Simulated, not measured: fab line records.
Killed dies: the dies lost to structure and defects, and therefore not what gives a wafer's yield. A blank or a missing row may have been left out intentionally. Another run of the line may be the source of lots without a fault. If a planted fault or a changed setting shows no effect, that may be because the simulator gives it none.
Which tool is to blame? | flow gf180mcu | 11 lots with 33 wafers sampled at 7 steps, on a route of 602 steps

WHAT EACH GAUGE READ, for each wafer
GF_V2_THK_MEAS_01. Usual: V2_CVD_00_THK 598 nm, standard deviation 6.8.
lot  | measured     | on            | V2_CVD_00_THK (nm) | flag
L486 | day 21 00:43 | film-metro-03 | 571 585 590        |
L489 | day 21 18:55 | film-metro-03 | 596 593 586        |
L488 | day 21 21:25 | film-metro-01 | 590 595 592        |
L490 | day 22 01:37 | film-metro-01 | 594 604 591        |
L491 | day 22 12:32 | film-metro-01 | 599 599 594        |
L493 | day 23 04:43 | film-metro-03 | 585 586 587        |
L497 | day 24 12:38 | film-metro-01 | 607 608 600        |
L502 | day 26 02:38 | film-metro-03 | 605 597 601        |
L503 | day 26 06:29 | film-metro-02 | 606 605 606        |
L505 | day 27 02:35 | film-metro-03 | 603 597 601        |
L506 | day 27 06:46 | film-metro-02 | 598 598 598        |

GF_V2_RS_MEAS_24: the measuring method here is four-point-probe. Usual: V2_W_RS 0.328 ohm/sq, standard deviation 0.0031.
lot  | measured     | on            | V2_W_RS (ohm/sq)                    | flag
L486 | day 22 01:58 | film-metro-01 | 0.327 0.331 0.327                   |
L489 | day 22 20:04 | film-metro-02 | 0.326 0.332 0.330                   |
L488 | day 22 23:26 | film-metro-03 | 0.329 0.331 0.325                   |
L490 | day 23 02:04 | film-metro-01 | 0.329 0.325 0.326                   |
L491 | day 23 13:28 | film-metro-01 | 0.325 0.331 0.329                   |
L493 | day 24 05:18 | film-metro-01 | 0.328 0.331 0.328                   |
L497 | day 25 11:59 | film-metro-03 | 0.323 0.329 0.327                   |
L502 | day 27 01:02 | film-metro-01 | 0.374 0.323 0.325 0.373 0.323 0.324 | OFF
L503 | day 27 05:08 | film-metro-01 | 0.328 0.324 0.326                   |
L505 | day 28 00:20 | film-metro-02 | 0.332 0.329 0.332                   |
L506 | day 28 04:14 | film-metro-02 | 0.331 0.336 0.330                   |

GF_V2_THK_MEAS_25: measures by xrf. Usual: V2_W_THK 356 nm, standard deviation 6.1.
lot  | measured     | on            | V2_W_THK (nm)           | flag
L486 | day 22 02:04 | film-metro-01 | 358 354 361             |
L489 | day 22 20:11 | film-metro-02 | 350 345 345             |
L488 | day 22 23:32 | film-metro-03 | 356 351 360             |
L490 | day 23 02:09 | film-metro-01 | 356 361 362             |
L491 | day 23 13:34 | film-metro-01 | 364 356 358             |
L493 | day 24 05:25 | film-metro-01 | 357 352 358             |
L497 | day 25 12:05 | film-metro-03 | 363 355 355             |
L502 | day 27 03:59 | film-metro-01 | 315 365 364 314 367 366 |
L503 | day 27 05:15 | film-metro-01 | 358 363 361             |
L505 | day 28 00:26 | film-metro-02 | 348 350 345             |
L506 | day 28 04:21 | film-metro-02 | 349 346 350             |

GF_M3_THK_MEAS_06: measures by xrf. Usual: M3_ALCU_THK 452 nm, standard deviation 3.3.
lot  | measured     | on            | M3_ALCU_THK (nm) | flag
L486 | day 22 02:46 | film-metro-04 | 455 452 451      |
L489 | day 22 20:53 | film-metro-03 | 451 449 450      |
L488 | day 23 00:14 | film-metro-04 | 450 449 451      |
L490 | day 23 02:51 | film-metro-03 | 454 454 451      |
L491 | day 23 14:16 | film-metro-04 | 457 455 454      |
L493 | day 24 06:07 | film-metro-03 | 456 453 453      |
L497 | day 25 12:47 | film-metro-03 | 458 459 457      |
L502 | day 27 06:35 | film-metro-03 | 453 450 453      |
L503 | day 27 05:57 | film-metro-02 | 453 447 453      |
L505 | day 28 01:08 | film-metro-02 | 454 458 449      |
L506 | day 28 05:03 | film-metro-03 | 454 453 454      |

EACH LOT AND THE TOOL THAT RAN IT (in order: tool; ch and the chambers of the sampled wafers; start)
lot  | GF_V2_ETCH_17                                 | GF_V2_CVD_23                  | GF_V2_CMP_26
L486 | rie-diel-04 ch 2,3, day 22 01:50 or earlier   | cvd-w-02 ch 0,1, day 22 01:50 | cmp-01 ch 0,1,3, day 22 02:14
L489 | rie-diel-04 ch 0,1, day 22 19:58 or earlier   | cvd-w-02 ch 0,1, day 22 19:58 | cmp-01 ch 0,2, day 22 20:15
L488 | rie-diel-03 ch 0,1,3, day 22 23:18 or earlier | cvd-w-01 ch 0,1, day 22 23:18 | cmp-02 ch 1,2,3, day 22 23:40
L490 | rie-diel-03 ch 0,2,3, day 23 01:55 or earlier | cvd-w-02 ch 0,1, day 23 01:55 | cmp-01 ch 1,2, day 23 02:14
L491 | rie-diel-03 ch 0,2,3, day 23 13:19 or earlier | cvd-w-02 ch 0,1, day 23 13:19 | cmp-01 ch 1,2,3, day 23 13:37
L493 | rie-diel-01 ch 0,1,3, day 24 05:11 or earlier | cvd-w-02 ch 0,1, day 24 05:11 | cmp-02 ch 0,1, day 24 05:29
L497 | rie-diel-03 ch 0,1, day 25 11:51 or earlier   | cvd-w-02 ch 0,1, day 25 11:51 | cmp-01 ch 1,2, day 25 12:08
L502 | rie-diel-03 ch 0,1,2, day 27 00:55 or earlier | cvd-w-02 ch 0,1, day 27 00:55 | cmp-02 ch 0,1,2, day 27 05:59
L503 | rie-diel-03 ch 0,2,3, day 27 05:00 or earlier | cvd-w-01 ch 0,1, day 27 05:00 | cmp-02 ch 1,2,3, day 27 05:24
L505 | rie-diel-03 ch 0,1,3, day 28 00:08 or earlier | cvd-w-01 ch 1, day 28 00:08   | cmp-02 ch 0,2,3, day 28 00:34
L506 | rie-diel-03 ch 1,2,3, day 28 04:00 or earlier | cvd-w-01 ch 1, day 28 04:00   | cmp-02 ch 0,3, day 28 04:28
- GF_V2_ETCH_17: etches SiO2 in C4F8/O2/Ar, stops on TiN, target depth 630 nm.
- GF_V2_CVD_23: deposits W, target thk 350 nm, time 104.94 s.
- GF_V2_CMP_26: polishes, stops on SiO2, t overpolish 15 s, target thk 0 nm.

WHAT THE TOOLS THEMSELVES READ (means of the sampled wafers that have a number; where no wafer has one, the mark that the record gives instead)
GF_V2_ETCH_17. Usual: oes-product-au reads 0.856 a.u. (standard deviation 0.0052).
lot  | tool        | oes-product-au (a.u.) | flag
L486 | rie-diel-04 | 0.853                 |
L489 | rie-diel-04 | 0.849                 |
L488 | rie-diel-03 | 0.860                 |
L490 | rie-diel-03 | 0.852                 |
L491 | rie-diel-03 | 0.857                 |
L493 | rie-diel-01 | 0.859                 |
L497 | rie-diel-03 | 0.855                 |
L502 | rie-diel-03 | 0.854                 |
L503 | rie-diel-03 | 0.861                 |
L505 | rie-diel-03 | 0.852                 |
L506 | rie-diel-03 | 0.856                 |

GF_V2_CVD_23. Usual: heater-power-w reads 875 W (standard deviation 52).
lot  | tool     | heater-power-w (W) | flag
L486 | cvd-w-02 | 902                |
L489 | cvd-w-02 | 901                |
L488 | cvd-w-01 | 849                |
L490 | cvd-w-02 | 903                |
L491 | cvd-w-02 | 914                |
L493 | cvd-w-02 | 912                |
L497 | cvd-w-02 | 913                |
L502 | cvd-w-02 | 895                |
L503 | cvd-w-01 | 843                |
L505 | cvd-w-01 | 807                |
L506 | cvd-w-01 | 800                |

GF_V2_CMP_26. Usual: motor-current-A 11.4 A, standard deviation 1.3; time-to-endpoint-s 85.6 s, standard deviation 2.8.
lot  | tool   | motor-current-A (A) | time-to-endpoint-s (s) | flag
L486 | cmp-01 | 10.7                | 86.4                   |
L489 | cmp-01 | 11.2                | 81.4                   |
L488 | cmp-02 | 12.0                | 84.1                   |
L490 | cmp-01 | 10.1                | 87.3                   |
L491 | cmp-01 | 10.6                | 85.1                   |
L493 | cmp-02 | 11.1                | 86.5                   |
L497 | cmp-01 | 10.2                | 84.9                   |
L502 | cmp-02 | 11.9                | 83.5                   |
L503 | cmp-02 | 12.1                | 86.9                   |
L505 | cmp-02 | 12.8                | 87.4                   |
L506 | cmp-02 | 13.0                | 87.2                   |

THE ANSWER, worked out from the rows above alone
Rule: lot off if the mean of its wafers having a number is beyond 3 standard deviations from the usual mean. A lot without any number at a reading at which 4 lots or more have one is off too. All remaining lots with rows at the step are treated as sound. First the gauges in route order, then the tools' own readings, where a lot's mean is used as printed above. The first step at which some lot is off is used, and at that step the reading that is off furthest; a lot without a number counts as furthest.
Off: at GF_V2_RS_MEAS_24 (V2_W_RS), L502.
If a tool, at a process step before that reading, ran all the lots that are off and no sound lot after the first of them, it fits. Those tools and the gauges at GF_V2_RS_MEAS_24 are tried in the same way. GF_V2_ETCH_17 gives no start for some lots, so the hours and the order of its lots are those of GF_V2_CVD_23. One fits: cvd-w-02 at GF_V2_CVD_23. Its last sound lot is L497 (day 25 11:51), its first lot that is off L502 (day 27 00:55): a fault that began between those two fits.

WHAT THE SIMULATOR PUT IN
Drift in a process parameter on cvd-w-02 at GF_V2_CVD_23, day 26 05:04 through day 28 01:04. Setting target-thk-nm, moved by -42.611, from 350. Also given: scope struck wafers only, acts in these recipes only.
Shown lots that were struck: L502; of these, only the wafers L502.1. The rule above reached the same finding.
